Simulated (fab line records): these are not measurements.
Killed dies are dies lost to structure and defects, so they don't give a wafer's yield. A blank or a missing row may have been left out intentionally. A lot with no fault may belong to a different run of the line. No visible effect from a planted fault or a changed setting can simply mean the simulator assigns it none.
fab line records -- flow gf180mcu -- part 1 of 2: steps 1 to 30 of 38
[record] lots = 5, wafers = 15, last-day = 34
route steps=602 shown VT_IMPLANT@122 MVSD@136 NWELL@137 LVPWELL@138 MVPSD@139 DUAL_GATE@141 POLY_GATE@157
lots with no fault: from the same line, run without faults
start-h: the number of hours between the record's first day and the start of the first shown wafer of the lot -- wait-h: time in hours since the lot's previous step -- " the same as in the row above -- L1.1+2: a single row standing in for several wafers -- - no value present, or no start provided -- * or withheld: withheld -- < > ~ a bound
route shown NAME@n: NAME is a module with steps in the file, n the number in the route of the first one -- usual: mean and standard deviation over wafers with no fault -- same: alike in all rows -- chamber/n: place in a boat -- sites: each site's reading -- _std_site: their standard deviation -- _edge_site: outer sites' mean less inner sites' -- radius-mm: how far each site lies from the wafer's centre -- mask NAME#n: copy n -- behind: the tool/chamber that last shaped the wafer -- hold: why the lot was held/for how many hours/how that ended -- device: the n, p or np transistor that did not switch -- end of line: the same wafers' tests at the end of the route -- a step without rows: its recipe alone -- killed: at the first sort, the dies lost to defects and structure; wafer yield is something else -- map: a wafer's dies, marking killed ones x, the rest . and places with no die _
set.NAME: the setting the step ran with; set.NAME@STEP: the setting that earlier step ran with -- model.NAME: the simulator's own value behind a step, which no gauge read
a table for each step, a row for each wafer; lots at some steps of the route
services: the hour from which a tool's chamber was out of use, counted from the record's first day as start-h (under 0 if before that day), plus the number of hours and why
[[steps]]
[step GF_VT_IMPLANT_TW_MEAS_32]
[usual] VT_IMPLANT_3_TW = 265.0/1.3
lot.wafer,tool,chamber,start-h,wait-h,VT_IMPLANT_3_TW
L075.1,film-metro-03,-,146.84,0.1,267.0
L075.2,film-metro-03,-,146.84,0.1,266.9
L075.6,film-metro-03,-,146.84,0.1,265.2
L080.3,film-metro-04,-,182.95,0.1,264.9
L080.4,film-metro-04,-,182.95,0.1,265.6
L080.5,film-metro-04,-,182.95,0.1,264.8
L087.1,film-metro-03,-,224.09,0.1,266.2
L087.3,film-metro-03,-,224.09,0.1,263.6
L087.6,film-metro-03,-,224.09,0.1,265.4
L089.2,film-metro-04,-,237.55,0.1,265.9
L089.5,film-metro-04,-,237.55,0.1,264.1
L089.6,film-metro-04,-,237.55,0.1,264.9
L097.2,film-metro-03,-,286.78,0.1,265.3
L097.3,film-metro-03,-,286.78,0.1,265.0
L097.5,film-metro-03,-,286.78,0.1,265.8
[step GF_VT_IMPLANT_DEHYDRATE_33]
[recipe] temp-c = 200, time-s = 60
lot.wafer,tool,chamber,start-h,wait-h
L075.1+2+6,litho-track-02,0,153.59,6.7
L080.3+4+5,litho-track-03,0,190.45,7.5
L087.1+3+6,litho-track-01,0,233.36,9.3
L089.2+5+6,litho-track-01,0,246.08,8.5
L097.2+3+5,litho-track-01,0,295.58,8.8
[step GF_VT_IMPLANT_HMDS_34]
[recipe] prime-time-s = 60, prime-temp-c = 120
lot.wafer,tool,chamber,start-h,wait-h
L075.1+2+6,litho-track-02,0,153.74,0.1
L080.3+4+5,litho-track-03,0,190.60,0.1
L087.1+3+6,litho-track-01,0,233.51,0.1
L089.2+5+6,litho-track-01,0,246.23,0.1
L097.2+3+5,litho-track-01,0,295.73,0.1
[step GF_VT_IMPLANT_COAT_35]
[recipe] resist = NOVOLAK, spin-rpm = 3000, resist-thk-nm = 1000
lot.wafer,tool,chamber,start-h,wait-h
L075.1+2+6,litho-track-02,0,153.89,0.1
L080.3+4+5,litho-track-03,0,190.75,0.1
L087.1+3+6,litho-track-01,0,233.66,0.1
L089.2+5+6,litho-track-01,0,246.38,0.1
L097.2+3+5,litho-track-01,0,295.88,0.1
[step GF_VT_IMPLANT_SOFTBAKE_36]
[recipe] temp-c = 90, time-s = 60, resist = NOVOLAK
lot.wafer,tool,chamber,start-h,wait-h
L075.1+2+6,litho-track-02,0,154.04,0.1
L080.3+4+5,litho-track-03,0,190.90,0.1
L087.1+3+6,litho-track-01,0,233.81,0.1
L089.2+5+6,litho-track-01,0,246.53,0.1
L097.2+3+5,litho-track-01,0,296.03,0.1
[step GF_VT_IMPLANT_EXPOSE_37]
[recipe] mask-id = Nwell_HV_AREA, target-cd-nm = 860, na = 0.6, source-shape = conventional, sigma-outer = 0.6, dose-mj = 140
[usual] stage-vel-mm-s = 499.94/0.25
lot.wafer,tool,chamber,start-h,wait-h,mask,stage-vel-mm-s
L075.1,iline-stepper-01,0,-,-,Nwell_HV_AREA#0,499.63
L075.2,iline-stepper-01,0,-,-,Nwell_HV_AREA#0,499.98
L075.6,iline-stepper-01,0,-,-,Nwell_HV_AREA#0,499.71
L080.3,iline-stepper-01,0,-,-,Nwell_HV_AREA#0,500.29
L080.4,iline-stepper-01,0,-,-,Nwell_HV_AREA#0,499.81
L080.5,iline-stepper-01,0,-,-,Nwell_HV_AREA#0,499.88
L087.1,iline-stepper-01,0,-,-,Nwell_HV_AREA#0,499.75
L087.3,iline-stepper-01,0,-,-,Nwell_HV_AREA#0,499.98
L087.6,iline-stepper-01,0,-,-,Nwell_HV_AREA#0,500.49
L089.2,iline-stepper-01,0,-,-,Nwell_HV_AREA#0,499.74
L089.5,iline-stepper-01,0,-,-,Nwell_HV_AREA#0,499.97
L089.6,iline-stepper-01,0,-,-,Nwell_HV_AREA#0,500.05
L097.2,iline-stepper-01,0,-,-,Nwell_HV_AREA#0,499.69
L097.3,iline-stepper-01,0,-,-,Nwell_HV_AREA#0,499.64
L097.5,iline-stepper-01,0,-,-,Nwell_HV_AREA#0,499.59
[step GF_VT_IMPLANT_PEB_38]
[recipe] temp-c = withheld, time-s = *, resist = NOVOLAK
lot.wafer,tool,chamber,start-h,wait-h
L075.1+2+6,litho-track-02,0,-,-
L080.3+4+5,litho-track-02,0,-,-
L087.1+3+6,litho-track-01,0,-,-
L089.2+5+6,litho-track-03,0,-,-
L097.2+3+5,litho-track-03,0,-,-
[step GF_VT_IMPLANT_DEVELOP_39]
[recipe] develop-time-s = 60, dev-temp-c = 23
[same] develop-time-s = 60
lot.wafer,tool,chamber,start-h,wait-h
L075.1+2+6,litho-track-02,0,161.79,0.1
L080.3+4+5,litho-track-02,0,199.64,0.1
L087.1+3+6,litho-track-01,0,242.56,0.1
L089.2+5+6,litho-track-03,0,255.33,0.1
L097.2+3+5,litho-track-03,0,305.03,0.1
[step GF_VT_IMPLANT_OVL_MEAS_40]
[usual] VT_IMPLANT_03_OVL = 0.1/1.4
lot.wafer,tool,chamber,start-h,wait-h,VT_IMPLANT_03_OVL[nm]
L075.1,overlay-02,-,161.94,0.1,1.2
L075.2,overlay-02,-,161.94,0.1,-0.1
L075.6,overlay-02,-,161.94,0.1,0.6
L080.3,overlay-01,-,199.75,0.1,2.4
L080.4,overlay-01,-,199.75,0.1,2.5
L080.5,overlay-01,-,199.75,0.1,1.9
L087.1,overlay-01,-,242.71,0.1,-0.3
L087.3,overlay-01,-,242.71,0.1,0.2
L087.6,overlay-01,-,242.71,0.1,-0.5
L089.2,overlay-02,-,255.46,0.1,-1.3
L089.5,overlay-02,-,255.46,0.1,-0.8
L089.6,overlay-02,-,255.46,0.1,-1.5
L097.2,overlay-01,-,305.16,0.1,1.9
L097.3,overlay-01,-,305.16,0.1,0.5
L097.5,overlay-01,-,305.16,0.1,0.3
[step GF_VT_IMPLANT_IMPLANT_41]
[recipe] species = As, energy-kev = 70, dose-cm2 = 1.013e+12, tilt-deg = 7
lot.wafer,tool,chamber,start-h,wait-h
L075.1+2+6,implanter-02,0,161.98,0.0
L080.3+4+5,implanter-04,0,199.83,0.1
L087.1+3+6,implanter-04,0,242.74,0.0
L089.2+5+6,implanter-04,0,255.51,0.0
L097.2+3+5,implanter-04,0,305.21,0.0
[step GF_VT_IMPLANT_STRIP_42]
[recipe] chemistry = O2/N2, power-w = 1400, pressure-mtorr = 1500, platen-temp-c = 250, o2-flow-sccm = 3000, n2-flow-sccm = 300, overash-fraction = 0.5
[usual] drypump-motor-current-A = 5.55/0.14, heater-power-w = 374/34, n2-flow-sccm = 299.9/0.89, oes-product-au = 0.716/0.0046, strip-time-to-endpoint-s = 12.62/0.036
lot.wafer,tool,chamber,start-h,wait-h,drypump-motor-current-A,heater-power-w,n2-flow-sccm,oes-product-au,rf-hours-counter-h,strip-time-to-endpoint-s
L075.1,plasma-asher-03,0,162.13,0.1,5.76,365,298.6,0.717,51,12.63
L075.2,plasma-asher-03,1,162.13,0.1,5.58,374,300.6,0.718,51,12.58
L075.6,plasma-asher-03,0,162.13,0.1,5.75,368,298.6,0.712,-,12.59
L080.3,plasma-asher-03,1,199.96,0.1,5.59,385,300.0,0.717,-,12.59
L080.4,plasma-asher-03,0,199.96,0.1,5.78,361,299.5,0.707,-,12.58
L080.5,plasma-asher-03,1,199.96,0.1,5.59,383,300.0,0.716,-,12.58
L087.1,plasma-asher-01,0,242.89,0.1,5.27,355,300.2,0.713,64,12.62
L087.3,plasma-asher-01,1,242.89,0.1,5.33,305,300.1,0.721,-,12.60
L087.6,plasma-asher-01,1,242.89,0.1,5.30,304,301.3,0.713,-,12.65
L089.2,plasma-asher-04,0,255.64,0.1,5.50,357,300.5,0.715,52,12.59
L089.5,plasma-asher-04,0,255.64,0.1,5.47,360,299.8,0.718,-,12.61
L089.6,plasma-asher-04,1,255.64,0.1,5.51,433,299.7,0.718,-,12.59
L097.2,plasma-asher-03,1,305.34,0.1,5.55,370,301.0,0.721,67,12.60
L097.3,plasma-asher-03,0,305.34,0.1,5.74,368,299.9,0.715,-,12.62
L097.5,plasma-asher-03,1,305.34,0.1,5.57,370,300.1,0.721,-,12.59
[step GF_VT_IMPLANT_TW_MEAS_43]
[usual] VT_IMPLANT_4_TW = 688/3.6
lot.wafer,tool,chamber,start-h,wait-h,VT_IMPLANT_4_TW
L075.1,film-metro-04,-,162.23,0.1,688
L075.2,film-metro-04,-,162.23,0.1,690
L075.6,film-metro-04,-,162.23,0.1,688
L080.3,film-metro-02,-,200.05,0.1,689
L080.4,film-metro-02,-,200.05,0.1,682
L080.5,film-metro-02,-,200.05,0.1,684
L087.1,film-metro-02,-,242.99,0.1,685
L087.3,film-metro-02,-,242.99,0.1,684
L087.6,film-metro-02,-,242.99,0.1,685
L089.2,film-metro-04,-,255.75,0.1,691
L089.5,film-metro-04,-,255.75,0.1,687
L089.6,film-metro-04,-,255.75,0.1,689
L097.2,film-metro-02,-,305.45,0.1,684
L097.3,film-metro-02,-,305.45,0.1,683
L097.5,film-metro-02,-,305.45,0.1,682
[step GF_VT_IMPLANT_CLEAN_44]
[recipe] chemistry = SC1/SC2, mix = 1:4:20, temp-c = 70, time-s = 150, dry = n2-spin
[usual] temp-c = 70.00/0.11
lot.wafer,tool,chamber,start-h,wait-h,temp-c
L075.1,wet-bench-01,3,162.29,0.1,70.07
L075.2,wet-bench-01,3,162.29,0.1,69.98
L075.6,wet-bench-01,3,162.29,0.1,69.89
L080.3,wet-bench-02,0,200.09,0.0,70.15
L080.4,wet-bench-02,0,200.09,0.0,70.15
L080.5,wet-bench-02,0,200.09,0.0,70.14
L087.1,wet-bench-03,2,243.05,0.1,70.08
L087.3,wet-bench-03,2,243.05,0.1,70.05
L087.6,wet-bench-03,2,243.05,0.1,70.10
L089.2,wet-bench-03,0,255.80,0.0,70.16
L089.5,wet-bench-03,0,255.80,0.0,70.04
L089.6,wet-bench-03,0,255.80,0.0,70.05
L097.2,wet-bench-01,1,305.50,0.0,69.88
L097.3,wet-bench-01,1,305.50,0.0,69.93
L097.5,wet-bench-01,1,305.50,0.0,69.74
[step GF_VT_IMPLANT_RTA_45]
[recipe] temp-c = 1050, time-s = 30, ambient = N2
[usual] anneal-temp-c-max = 1058.5/2.1, lamp-power-pct = 39/3.7, wafer_temp_C_max = 1054.7/1.4
lot.wafer,tool,chamber,start-h,wait-h,anneal-temp-c-max,lamp-power-pct,wafer_temp_C_max
L075.1,rtp-anneal-02,0,162.34,0.0,1059.9,42,1053.7
L075.2,rtp-anneal-02,0,162.34,0.0,1059.6,42,1053.4
L075.6,rtp-anneal-02,0,162.34,0.0,1057.8,42,1055.0
L080.3,rtp-anneal-01,0,200.17,0.0,1056.4,34,1056.3
L080.4,rtp-anneal-01,0,200.17,0.0,1055.6,34,1055.4
L080.5,rtp-anneal-01,0,200.17,0.0,1056.1,34,1056.3
L087.1,rtp-anneal-02,0,243.11,0.0,1057.8,42,1054.4
L087.3,rtp-anneal-02,0,243.11,0.0,1057.7,42,1053.7
L087.6,rtp-anneal-02,0,243.11,0.0,1063.6,42,1054.1
L089.2,rtp-anneal-02,0,255.87,0.0,1060.1,42,1053.7
L089.5,rtp-anneal-02,0,255.87,0.0,1059.4,42,1054.6
L089.6,rtp-anneal-02,0,255.87,0.0,1058.6,42,1053.3
L097.2,rtp-anneal-02,0,305.56,0.0,1058.6,42,1052.8
L097.3,rtp-anneal-02,0,305.56,0.0,1060.3,42,1053.3
L097.5,rtp-anneal-02,0,305.56,0.0,1059.3,42,1054.3
[step GF_VT_IMPLANT_RS_MEAS_46]
[recipe] thk-meas-gauge = four-point-probe
[usual] MVSD_RS = 445.0/1.1
lot.wafer,tool,chamber,start-h,wait-h,MVSD_RS[ohm/sq]
L075.1,film-metro-02,-,162.44,0.1,445.9
L075.2,film-metro-02,-,162.44,0.1,446.4
L075.6,film-metro-02,-,162.44,0.1,446.2
L080.3,film-metro-03,-,200.28,0.1,445.2
L080.4,film-metro-03,-,200.28,0.1,443.7
L080.5,film-metro-03,-,200.28,0.1,444.2
L087.1,film-metro-02,-,243.21,0.1,444.0
L087.3,film-metro-02,-,243.21,0.1,445.0
L087.6,film-metro-02,-,243.21,0.1,446.1
L089.2,film-metro-03,-,255.97,0.1,443.9
L089.5,film-metro-03,-,255.97,0.1,444.9
L089.6,film-metro-03,-,255.97,0.1,444.8
L097.2,film-metro-02,-,305.67,0.1,444.6
L097.3,film-metro-02,-,305.67,0.1,445.3
L097.5,film-metro-02,-,305.67,0.1,446.2
[step GF_VT_IMPLANT_RS_MEAS_47]
[recipe] thk-meas-gauge = four-point-probe
[usual] NWELL_RS = 486.0/1.2
lot.wafer,tool,chamber,start-h,wait-h,NWELL_RS[ohm/sq]
L075.1,film-metro-02,-,162.56,0.1,485.8
L075.2,film-metro-02,-,162.56,0.1,486.7
L075.6,film-metro-02,-,162.56,0.1,485.6
L080.3,film-metro-03,-,200.40,0.1,484.3
L080.4,film-metro-03,-,200.40,0.1,485.4
L080.5,film-metro-03,-,200.40,0.1,485.7
L087.1,film-metro-02,-,243.33,0.1,487.9
L087.3,film-metro-02,-,243.33,0.1,486.2
L087.6,film-metro-02,-,243.33,0.1,486.4
L089.2,film-metro-03,-,256.09,0.1,484.2
L089.5,film-metro-03,-,256.09,0.1,483.2
L089.6,film-metro-03,-,256.09,0.1,485.5
L097.2,film-metro-02,-,305.79,0.1,486.0
L097.3,film-metro-02,-,305.79,0.1,486.0
L097.5,film-metro-02,-,305.79,0.1,486.4
[step GF_VT_IMPLANT_RS_MEAS_48]
[recipe] thk-meas-gauge = four-point-probe
[usual] LVPWELL_RS = 1198.2/2.7
lot.wafer,tool,chamber,start-h,wait-h,LVPWELL_RS[ohm/sq]
L075.1,film-metro-02,-,162.68,0.1,1197.8
L075.2,film-metro-02,-,162.68,0.1,1199.2
L075.6,film-metro-02,-,162.68,0.1,1201.2
L080.3,film-metro-03,-,200.52,0.1,1197.6
L080.4,film-metro-03,-,200.52,0.1,1196.9
L080.5,film-metro-03,-,200.52,0.1,1195.1
L087.1,film-metro-02,-,243.45,0.1,1199.5
L087.3,film-metro-02,-,243.45,0.1,1197.1
L087.6,film-metro-02,-,243.45,0.1,1198.4
L089.2,film-metro-03,-,256.21,0.1,1202.2
L089.5,film-metro-03,-,256.21,0.1,1200.6
L089.6,film-metro-03,-,256.21,0.1,1199.5
L097.2,film-metro-02,-,305.91,0.1,1196.2
L097.3,film-metro-02,-,305.91,0.1,1198.0
L097.5,film-metro-02,-,305.91,0.1,1194.1
[step GF_VT_IMPLANT_RS_MEAS_49]
[recipe] thk-meas-gauge = four-point-probe
[usual] MVPSD_RS = 1169/3.3
lot.wafer,tool,chamber,start-h,wait-h,MVPSD_RS[ohm/sq]
L075.1,film-metro-02,-,162.80,0.1,1167
L075.2,film-metro-02,-,162.80,0.1,1171
L075.6,film-metro-02,-,162.80,0.1,1169
L080.3,film-metro-03,-,200.64,0.1,1169
L080.4,film-metro-03,-,200.64,0.1,1169
L080.5,film-metro-03,-,200.64,0.1,1172
L087.1,film-metro-02,-,244.97,1.5,1172
L087.3,film-metro-02,-,244.97,1.5,1167
L087.6,film-metro-02,-,244.97,1.5,1167
L089.2,film-metro-03,-,256.33,0.1,1164
L089.5,film-metro-03,-,256.33,0.1,1165
L089.6,film-metro-03,-,256.33,0.1,1165
L097.2,film-metro-02,-,306.03,0.1,1167
L097.3,film-metro-02,-,306.03,0.1,1170
L097.5,film-metro-02,-,306.03,0.1,1168
[step GF_VT_IMPLANT_WET_ETCH_50]
[recipe] chemistry = dHF, target-depth-nm = 20, target = SiO2, temp-c = 25, dilution = 100:1, time-s = 400
[usual] temp-c = 25.00/0.11
lot.wafer,tool,chamber,start-h,wait-h,temp-c
L075.1,wet-bench-01,0,162.92,0.1,24.86
L075.2,wet-bench-01,0,162.92,0.1,25.01
L075.6,wet-bench-01,0,162.92,0.1,24.87
L080.3,wet-bench-02,2,200.72,0.1,24.94
L080.4,wet-bench-02,2,200.72,0.1,24.97
L080.5,wet-bench-02,2,200.72,0.1,25.11
L087.1,wet-bench-02,3,245.09,0.1,25.00
L087.3,wet-bench-02,3,245.09,0.1,24.94
L087.6,wet-bench-02,3,245.09,0.1,25.02
L089.2,wet-bench-01,3,256.43,0.1,25.04
L089.5,wet-bench-01,3,256.43,0.1,25.13
L089.6,wet-bench-01,3,256.43,0.1,25.02
L097.2,wet-bench-02,3,306.13,0.1,24.91
L097.3,wet-bench-02,3,306.13,0.1,25.04
L097.5,wet-bench-02,3,306.13,0.1,24.93
[step GF_DUAL_GATE_CLEAN_00]
[recipe] chemistry = SC1/SC2, mix = 1:4:20, temp-c = 70, time-s = 150
[usual] temp-c = 69.99/0.11
lot.wafer,tool,chamber,start-h,wait-h,temp-c
L075.1,wet-bench-01,0,163.04,0.0,69.96
L075.2,wet-bench-01,0,163.04,0.0,69.96
L075.6,wet-bench-01,0,163.04,0.0,70.00
L080.3,wet-bench-01,0,200.84,0.0,70.03
L080.4,wet-bench-01,0,200.84,0.0,69.98
L080.5,wet-bench-01,0,200.84,0.0,70.13
L087.1,wet-bench-01,0,245.22,0.0,69.88
L087.3,wet-bench-01,0,245.22,0.0,69.85
L087.6,wet-bench-01,0,245.22,0.0,69.76
L089.2,wet-bench-03,1,256.56,0.0,69.92
L089.5,wet-bench-03,1,256.56,0.0,69.94
L089.6,wet-bench-03,1,256.56,0.0,69.99
L097.2,wet-bench-01,2,306.25,0.0,70.05
L097.3,wet-bench-01,2,306.25,0.0,70.11
L097.5,wet-bench-01,2,306.25,0.0,69.97
[step GF_DUAL_GATE_CLEAN_01]
[recipe] chemistry = dHF, time-s = 20, dilution = 100:1, dry = ipa-marangoni
lot.wafer,tool,chamber,start-h,wait-h
L075.1+2+6,wet-bench-03,0,163.09,0.0
L080.3+4+5,wet-bench-02,0,200.89,0.0
L087.1+3+6,wet-bench-03,0,245.27,0.0
L089.2+5+6,wet-bench-02,2,256.62,0.0
L097.2+3+5,wet-bench-02,2,306.30,0.0
[step GF_DUAL_GATE_OXIDATION_02]
[recipe] temp-c = 900, ambient = O2, stabilise-s = 600, purge-s = 300, target-thk-a = 108.87, ox-time-s = 1602
[usual] spike-tc-centre-C = 901.9/1.3, spike-tc-lower-C = 901.3/1.2, tube_center_temp_C_max = 902.3/0.41, zone-power-lower-pct = 20.7/2.1, zone-power-top-pct = 34.4/1.6
[same] stabilise-s = 600
lot.wafer,tool,chamber,start-h,wait-h,spike-tc-centre-C,spike-tc-lower-C,tube_center_temp_C_max,zone-power-lower-pct,zone-power-top-pct
L075.1,furnace-01,0,163.10,0.0,902.9,902.3,902.1,22.1,33.6
L075.2,furnace-01,0,163.10,0.0,902.7,901.9,902.6,22.0,33.8
L075.6,furnace-01,0,163.10,0.0,903.7,900.4,901.9,22.3,33.2
L080.3,furnace-01,0,200.90,0.0,900.9,901.5,902.1,22.1,33.1
L080.4,furnace-01,0,200.90,0.0,903.0,900.9,903.1,21.8,33.2
L080.5,furnace-01,0,200.90,0.0,902.6,903.1,903.0,21.8,33.8
L087.1,furnace-01,0,251.11,5.8,902.2,901.4,902.7,22.2,33.5
L087.3,furnace-01,0,251.11,5.8,902.0,903.0,902.3,22.1,33.7
L087.6,furnace-01,0,251.11,5.8,904.2,902.4,902.2,21.9,33.8
L089.2,furnace-01,0,263.55,6.9,900.3,901.9,901.9,22.0,33.2
L089.5,furnace-01,0,263.55,6.9,903.7,901.0,902.5,22.1,33.4
L089.6,furnace-01,0,263.55,6.9,905.0,903.1,901.6,21.7,33.6
L097.2,furnace-01,0,306.31,0.0,903.3,901.2,902.1,21.8,33.5
L097.3,furnace-01,0,306.31,0.0,901.8,902.3,902.2,22.1,33.0
L097.5,furnace-01,0,306.31,0.0,902.3,901.3,901.9,22.0,33.8
[step GF_DUAL_GATE_THK_MEAS_03]
[recipe] reads = SiO2_of_DUAL_GATE_OXIDATION_02
[usual] DUAL_GATE_OXIDATION_00_THK = 10.87/0.19
lot.wafer,tool,chamber,start-h,wait-h,DUAL_GATE_OXIDATION_00_THK[nm]
L075.1,film-metro-02,-,164.55,0.0,11.00
L075.2,film-metro-02,-,164.55,0.0,11.07
L075.6,film-metro-02,-,164.55,0.0,10.97
L080.3,film-metro-01,-,202.36,0.0,11.02
L080.4,film-metro-01,-,202.36,0.0,11.18
L080.5,film-metro-01,-,202.36,0.0,11.13
L087.1,film-metro-01,-,252.56,0.0,10.70
L087.3,film-metro-01,-,252.56,0.0,10.86
L087.6,film-metro-01,-,252.56,0.0,10.73
L089.2,film-metro-01,-,265.00,0.0,10.59
L089.5,film-metro-01,-,265.00,0.0,10.83
L089.6,film-metro-01,-,265.00,0.0,10.85
L097.2,film-metro-02,-,307.77,0.0,10.97
L097.3,film-metro-02,-,307.77,0.0,10.74
L097.5,film-metro-02,-,307.77,0.0,10.80
[step GF_DUAL_GATE_DEHYDRATE_04]
[recipe] temp-c = 200, time-s = 60
lot.wafer,tool,chamber,start-h,wait-h
L075.1+2+6,litho-track-03,0,171.60,7.0
L080.3+4+5,litho-track-03,0,210.45,8.1
L087.1+3+6,litho-track-03,0,260.95,8.4
L089.2+5+6,litho-track-03,0,273.93,8.9
L097.2+3+5,litho-track-02,0,317.61,9.8
[step GF_DUAL_GATE_HMDS_05]
[recipe] prime-time-s = 60, prime-temp-c = 120
lot.wafer,tool,chamber,start-h,wait-h
L075.1+2+6,litho-track-03,0,171.75,0.1
L080.3+4+5,litho-track-03,0,210.60,0.1
L087.1+3+6,litho-track-03,0,261.10,0.1
L089.2+5+6,litho-track-03,0,274.08,0.1
L097.2+3+5,litho-track-02,0,317.76,0.1
[step GF_DUAL_GATE_COAT_06]
[recipe] resist = NOVOLAK, spin-rpm = 3000, resist-thk-nm = 1000
lot.wafer,tool,chamber,start-h,wait-h
L075.1+2+6,litho-track-03,0,171.90,0.1
L080.3+4+5,litho-track-03,0,210.75,0.1
L087.1+3+6,litho-track-03,0,261.25,0.1
L089.2+5+6,litho-track-03,0,274.23,0.1
L097.2+3+5,litho-track-02,0,317.91,0.1
[step GF_DUAL_GATE_SOFTBAKE_07]
[recipe] temp-c = 90, time-s = 60, resist = NOVOLAK
lot.wafer,tool,chamber,start-h,wait-h
L075.1+2+6,litho-track-03,0,172.05,0.1
L080.3+4+5,litho-track-03,0,210.90,0.1
L087.1+3+6,litho-track-03,0,261.40,0.1
L089.2+5+6,litho-track-03,0,274.38,0.1
L097.2+3+5,litho-track-02,0,318.06,0.1
[step GF_DUAL_GATE_EXPOSE_08]
[recipe] mask-id = Dualgate, target-cd-nm = 700, na = 0.6, source-shape = conventional, sigma-outer = 0.6, dose-mj = 140
[usual] stage-vel-mm-s = 499.96/0.23
lot.wafer,tool,chamber,start-h,wait-h,mask,stage-vel-mm-s
L075.1,iline-stepper-02,0,-,-,Dualgate#0,499.87
L075.2,iline-stepper-02,0,-,-,Dualgate#0,499.83
L075.6,iline-stepper-02,0,-,-,Dualgate#0,499.83
L080.3,iline-stepper-02,0,-,-,Dualgate#0,500.06
L080.4,iline-stepper-02,0,-,-,Dualgate#0,499.64
L080.5,iline-stepper-02,0,-,-,Dualgate#0,499.90
L087.1,iline-stepper-02,0,-,-,Dualgate#0,500.14
L087.3,iline-stepper-02,0,-,-,Dualgate#0,500.25
L087.6,iline-stepper-02,0,-,-,Dualgate#0,500.10
L089.2,iline-stepper-01,0,-,-,Dualgate#0,500.11
L089.5,iline-stepper-01,0,-,-,Dualgate#0,500.17
L089.6,iline-stepper-01,0,-,-,Dualgate#0,500.11
L097.2,iline-stepper-02,0,-,-,Dualgate#0,499.90
L097.3,iline-stepper-02,0,-,-,Dualgate#0,500.12
L097.5,iline-stepper-02,0,-,-,Dualgate#0,500.02
[step GF_DUAL_GATE_PEB_09]
[recipe] temp-c = withheld, time-s = *, resist = NOVOLAK
lot.wafer,tool,chamber,start-h,wait-h
L075.1+2+6,litho-track-04,0,-,-
L080.3+4+5,litho-track-03,0,-,-
L087.1+3+6,litho-track-03,0,-,-
L089.2+5+6,litho-track-03,0,-,-
L097.2+3+5,litho-track-04,0,-,-
[step GF_DUAL_GATE_DEVELOP_10]
[recipe] develop-time-s = 60, dev-temp-c = 23
[same] develop-time-s = 60
lot.wafer,tool,chamber,start-h,wait-h
L075.1+2+6,litho-track-04,0,180.06,0.1
L080.3+4+5,litho-track-03,0,219.70,0.1
L087.1+3+6,litho-track-03,0,270.60,0.1
L089.2+5+6,litho-track-03,0,283.13,0.1
L097.2+3+5,litho-track-04,0,327.48,0.1
